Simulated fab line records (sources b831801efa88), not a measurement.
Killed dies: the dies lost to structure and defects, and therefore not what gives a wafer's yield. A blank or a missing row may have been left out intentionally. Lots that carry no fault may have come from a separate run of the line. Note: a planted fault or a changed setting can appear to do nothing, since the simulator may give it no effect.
A lot that was struck, set against a sound lot :: flow sky130 :: 16 out of 708 route steps
Sound: the wafers L492.3, L492.5, L492.6. Wafers struck: L502.2, L502.3, L502.6. The cause is named last.
At each step with rows: each side's tool, then ch and its chambers, then its first start. Under that, the readings that differ: sound wafers :: struck wafers :: difference of the means :: sigmas: that difference in standard deviations of wafers without a fault.
alike: same words and numbers on both sides, and readings whose means sit less than 2 such deviations apart. not compared: any withheld reading, any reading some wafer has no value for, any bound like >300 that may hide the same value, and any number with overlapping values for which the record gives no deviation.
Wherever a step has rows on one side only, a row that says differs or no value, or a row with sigmas, the two part there. When numbers do not overlap yet have no deviation, they are printed without sigmas and do not part them. A reading that every wafer of one side lacks parts them only if that side has two wafers or more.

first, 5 steps without rows for these wafers: SKY_VIA4_COAT_06 (resist thk 1140 nm); SKY_VIA4_SOFTBAKE_07 (time 60 s); SKY_VIA4_EXPOSE_08 (exposes mask VIM4, target cd 800 nm); SKY_VIA4_PEB_09; SKY_VIA4_DEVELOP_10 (develop time 60 s).
SKY_VIA4_OVL_MEAS_11:
  sound: overlay-02 at day 44 11:27; struck: overlay-02 at day 47 06:19
  alike: VIA4_OVL
SKY_VIA4_ETCH_12: etches SiO2 in C4F8/O2/Ar, stops on TiN, target depth 580 nm.
  sound on rie diel-01 ch 1,2,3, day 44 11:28; struck on rie diel-04 ch 0,1,2, day 47 06:20
  alike: oes product au
SKY_VIA4_STRIP_13: strips in O2/N2.
  sound on plasma asher-04 ch 0,1, day 44 11:35; struck on plasma asher-02 ch 0,1, day 47 06:25
  alike: drypump motor current A, oes product au, strip time to endpoint s
  not compared: rf hours counter h
then, 3 steps without rows for these wafers: SKY_VIA4_STRIP_14 (strips in post etch residue remover, time 1200 s); SKY_VIA4_CLEAN_15 (cleans in IPA, time 180 s); SKY_VIA4_CLEAN_16 (cleans in O3/DIW).
SKY_VIA4_SPUTTER_17: material TiN, target thk 20 nm, time 80 s.
  sound: pvd sputter-02 at day 44 12:11; struck: pvd sputter-03 at day 47 07:06
  alike: throttle valve pct
SKY_VIA4_CVD_18: deposits W, target thk 505 nm, time 152.14 s.
  sound on cvd w-01 ch 0,1, day 44 12:17; struck on cvd w-01 ch 0,1, day 47 07:10
reading: susceptor temp C (C)
sound: 399.54 400.00 399.73
struck: 396.90 397.44 397.37
difference: -2.52
sigmas: -13

reading: model.W_of_VIA4_CVD_18.thk nm (nm)
sound: 502.4 504.8 507.2
struck: 484.1 486.2 483.1
difference: -20.3
sigmas: 
  alike: heater power w
SKY_VIA4_RS_MEAS_19: the measuring method here is four-point-probe.
  sound: film metro-02 at day 44 12:26; struck: film metro-02 at day 47 07:20
reading: VIA4_W_RS (ohm/sq)
sound: 0.228 0.227 0.226
struck: 0.236 0.235 0.237
difference: +0.009
sigmas: +2
SKY_VIA4_THK_MEAS_20: measures by xrf.
  sound: film metro-02 at day 44 12:32; struck: film metro-02 at day 47 07:26
reading: VIA4_W_THK (nm)
sound: 510 515 515
struck: 488 489 486
difference: -26
sigmas: -3
SKY_VIA4_CMP_21: polishes, stops on SiO2, t overpolish 25 s, target thk 0 nm.
  sound on cmp-01 ch 2,3, day 44 12:40; struck on cmp-01 ch 1,2,3, day 47 07:32
  alike: motor current A, overpolish run s, platen rpm, time to endpoint s

WHERE THEY PART
Last at SKY_VIA4_THK_MEAS_20 as far as this record goes, first at SKY_VIA4_CVD_18. Later steps at which nothing parts them and some readings are alike: SKY_VIA4_CMP_21.

WHY: what had been put in by the simulator
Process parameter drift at SKY_VIA4_CVD_18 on cvd w-01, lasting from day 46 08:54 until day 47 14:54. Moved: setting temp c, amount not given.
